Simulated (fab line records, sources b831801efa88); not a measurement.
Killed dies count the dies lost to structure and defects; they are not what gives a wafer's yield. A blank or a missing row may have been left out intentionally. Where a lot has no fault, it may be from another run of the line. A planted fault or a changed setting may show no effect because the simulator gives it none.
Which tool was responsible? || flow sky130 || 13 lots, 39 wafers sampled, at 2 steps of a route of 708

== WHAT THE GAUGES READ, wafer by wafer ==
SKY_LDD_P_CD_MEAS_07: target cd 380 nm.
{"lot": "L482", "measured": "day 18 23:14", "on": "cdSem-02", "cdNm (nm)": "379.6 380.0 378.1"}
{"lot": "L481", "measured": "day 19 00:32", "on": "cdSem-01", "cdNm (nm)": "380.0 382.7 384.2"}
{"lot": "L483", "measured": "day 19 20:14", "on": "cdSem-02", "cdNm (nm)": "378.0 380.4 375.3"}
{"lot": "L484", "measured": "day 20 01:19", "on": "cdSem-02", "cdNm (nm)": "378.9 378.3 380.9"}
{"lot": "L487", "measured": "day 21 22:29", "on": "cdSem-02", "cdNm (nm)": "379.7 381.9 379.6"}
{"lot": "L488", "measured": "day 22 02:43", "on": "cdSem-01", "cdNm (nm)": "384.5 383.2 381.9"}
{"lot": "L489", "measured": "day 22 07:10", "on": "cdSem-01", "cdNm (nm)": "374.4 374.9 374.2"}
{"lot": "L490", "measured": "day 22 12:11", "on": "cdSem-02", "cdNm (nm)": "378.9 379.2 379.3"}
{"lot": "L493", "measured": "day 23 17:58", "on": "cdSem-02", "cdNm (nm)": "379.9 378.2 378.4"}
{"lot": "L494", "measured": "day 24 10:26", "on": "cdSem-01", "cdNm (nm)": "379.2 378.4 380.5"}
{"lot": "L502", "measured": "day 26 14:38", "on": "cdSem-01", "cdNm (nm)": "381.3 382.0 381.3"}
{"lot": "L503", "measured": "day 26 21:17", "on": "cdSem-02", "cdNm (nm)": "383.0 379.7 379.1"}
{"lot": "L504", "measured": "day 27 12:11", "on": "cdSem-01", "cdNm (nm)": "377.0 378.6 379.0"}

SKY_LDD_HVN_OVL_MEAS_07.
{"lot": "L482", "measured": "day 20 05:52", "on": "overlay-02", "LDD_HVN_OVL (nm)": "1.7 0.8 -0.6"}
{"lot": "L481", "measured": "day 20 07:44", "on": "overlay-02", "LDD_HVN_OVL (nm)": "-3.4 -3.0 -2.4"}
{"lot": "L483", "measured": "day 21 02:38", "on": "overlay-02", "LDD_HVN_OVL (nm)": "0.1 -0.1 -1.2"}
{"lot": "L484", "measured": "day 21 08:03", "on": "overlay-01", "LDD_HVN_OVL (nm)": "-1.8 -1.1 -2.2"}
{"lot": "L487", "measured": "day 23 04:55", "on": "overlay-02", "LDD_HVN_OVL (nm)": "-0.8 -2.0 -0.1"}
{"lot": "L488", "measured": "day 23 09:09", "on": "overlay-01", "LDD_HVN_OVL (nm)": "1.4 -1.2 -1.1"}
{"lot": "L489", "measured": "day 23 13:56", "on": "overlay-01", "LDD_HVN_OVL (nm)": "0.6 0.1 2.2"}
{"lot": "L490", "measured": "day 23 18:26", "on": "overlay-01", "LDD_HVN_OVL (nm)": "-2.5 -4.4 -2.8"}
{"lot": "L493", "measured": "day 24 23:27", "on": "overlay-01", "LDD_HVN_OVL (nm)": "0.6 0.1 0.3"}
{"lot": "L494", "measured": "day 25 16:11", "on": "overlay-02", "LDD_HVN_OVL (nm)": "-0.3 0.2 0.0"}
{"lot": "L502", "measured": "day 27 20:08", "on": "overlay-02", "LDD_HVN_OVL (nm)": "0.1 -0.6 -1.0"}
{"lot": "L503", "measured": "day 28 02:23", "on": "overlay-01", "LDD_HVN_OVL (nm)": "2.2 3.2 2.0"}
{"lot": "L504", "measured": "day 28 16:10", "on": "overlay-01", "LDD_HVN_OVL (nm)": "-0.9 -1.0 0.4"}

== TOOL THAT RAN EACH LOT (tool first, then ch and the chambers of the sampled wafers, then the start) ==
The record holds no process step before these readings.

== AS READ BY THE TOOLS THEMSELVES (means over the sampled wafers that have a number; for cases with no such wafer, the mark the record gives instead) ==
The record holds no such reading with a usual standard deviation.

== THE ANSWER, worked out from the rows above alone ==
Rule: the lots themselves supply what counts as usual. Put in order of their means at a reading, lots are off if they are a third of the lots or fewer, leave a main group of 4 or more, and stand apart from it by a gap of 3 or more times the standard deviation of the main group's means; of several such gaps the widest counts. A main group is skipped when, at the precision printed for the reading in the tables above, its means are all equal. A lot without any number at a reading at which 4 lots or more have one is off too. Where the step has rows for the other lots, those lots are counted as sound. The gauges are gone through in route order, then the tools' own readings, and for those a lot's mean is taken as printed above. At the first step where some lot is off, the reading lying furthest off is the one used; lots without a number count as furthest.
Across all readings shown, no lot is off: no conclusion can be drawn from this.

== WHAT HAD BEEN PUT IN BY THE SIMULATOR ==
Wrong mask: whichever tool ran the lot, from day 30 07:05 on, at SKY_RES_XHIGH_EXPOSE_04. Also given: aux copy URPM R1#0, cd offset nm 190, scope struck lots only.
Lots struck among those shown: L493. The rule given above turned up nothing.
